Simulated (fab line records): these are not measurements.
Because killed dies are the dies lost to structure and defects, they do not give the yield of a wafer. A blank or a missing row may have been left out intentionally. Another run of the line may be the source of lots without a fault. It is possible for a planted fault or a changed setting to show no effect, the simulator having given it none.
A lot that was struck, set against a sound lot :: flow sky130 :: 14 steps out of a route of 708
Sound: the wafers L166.1, L166.4, L166.5. The struck wafers were L167.1, L167.5, L167.6. The cause comes at the end.
At each step with rows: each side's tool, then ch and its chambers, then its first start. Under that, the readings that differ: sound wafers :: struck wafers :: difference of the means :: sigmas: that difference in standard deviations of wafers without a fault.
alike: readings with means less than 2 such deviations apart, plus words and numbers identical on both sides. not compared: withheld readings, readings lacking a value on some wafer, bounds such as >300 that could conceal the same value, and numbers that have no deviation in the record and whose values overlap.
Wherever a step has rows on one side only, a row that says differs or no value, or a row with sigmas, the two part there. When numbers do not overlap yet have no deviation, they are printed without sigmas and do not part them. A reading missing from all wafers of one side parts the sides only when that side holds two or more wafers.

first, 1 step without rows for these wafers: SKY_POLY_GATE_IMPLANT_02.
SKY_RES_PROTECT_STRIP_07: strips in O2/N2.
  sound on plasma asher-03 ch 0,1, day 16 14:27; struck on plasma asher-03 ch 0,1, day 17 08:24
  alike: drypump motor current A, oes product au, strip time to endpoint s
  not compared: rf hours counter h
SKY_RES_PROTECT_TW_MEAS_08:
  sound: film metro-01 at day 16 14:33; struck: film metro-04 at day 17 08:30
reading: POLY_GATE_TW
sound: 4101 4133 4103
struck: 4033 4024 4037
difference: -81
sigmas: -3
then, 2 steps without rows for these wafers: SKY_RES_PROTECT_CLEAN_09 (cleans in SC1/SC2, time 150 s); SKY_POLY_GATE_CVD_03 (deposits Si3N4 from DCS/NH3, target thk 75 nm, time 1290 s).
SKY_POLY_GATE_THK_MEAS_04:
  sound: film metro-01 at day 16 16:01; struck: film metro-01 at day 17 11:04
reading: POLY_GATE_CVD_03_THK (nm)
sound: 75.6 75.0 75.4
struck: 73.3 72.7 72.9
difference: -2.4
sigmas: -3
then, 6 steps without rows for these wafers: SKY_POLY_GATE_DEHYDRATE_05 (time 60 s); SKY_POLY_GATE_HMDS_06 (prime time 60 s); SKY_POLY_GATE_COAT_07 (resist thk 110 nm); SKY_POLY_GATE_COAT_08 (resist thk 450 nm); SKY_POLY_GATE_SOFTBAKE_09 (time 90 s); SKY_POLY_GATE_EXPOSE_10 (exposes mask P1M, target cd 150 nm).
SKY_POLY_GATE_PEB_11:
  sound on litho track-04 ch 0, day 17 19:00; struck on litho track-01, day 18 16:00
reading: exhaust pa (Pa)
sound: 45.2 44.8 44.1
struck: - - -
difference: no value on the struck wafers
sigmas: 
  not compared: chill plate temp C
then, 1 step without rows for these wafers: SKY_POLY_GATE_DEVELOP_12 (develop time 60 s).

== WHERE THEY PART ==
Last at SKY_POLY_GATE_PEB_11 as far as this record goes, first at SKY_RES_PROTECT_TW_MEAS_08.

WHY: the cause the simulator had injected
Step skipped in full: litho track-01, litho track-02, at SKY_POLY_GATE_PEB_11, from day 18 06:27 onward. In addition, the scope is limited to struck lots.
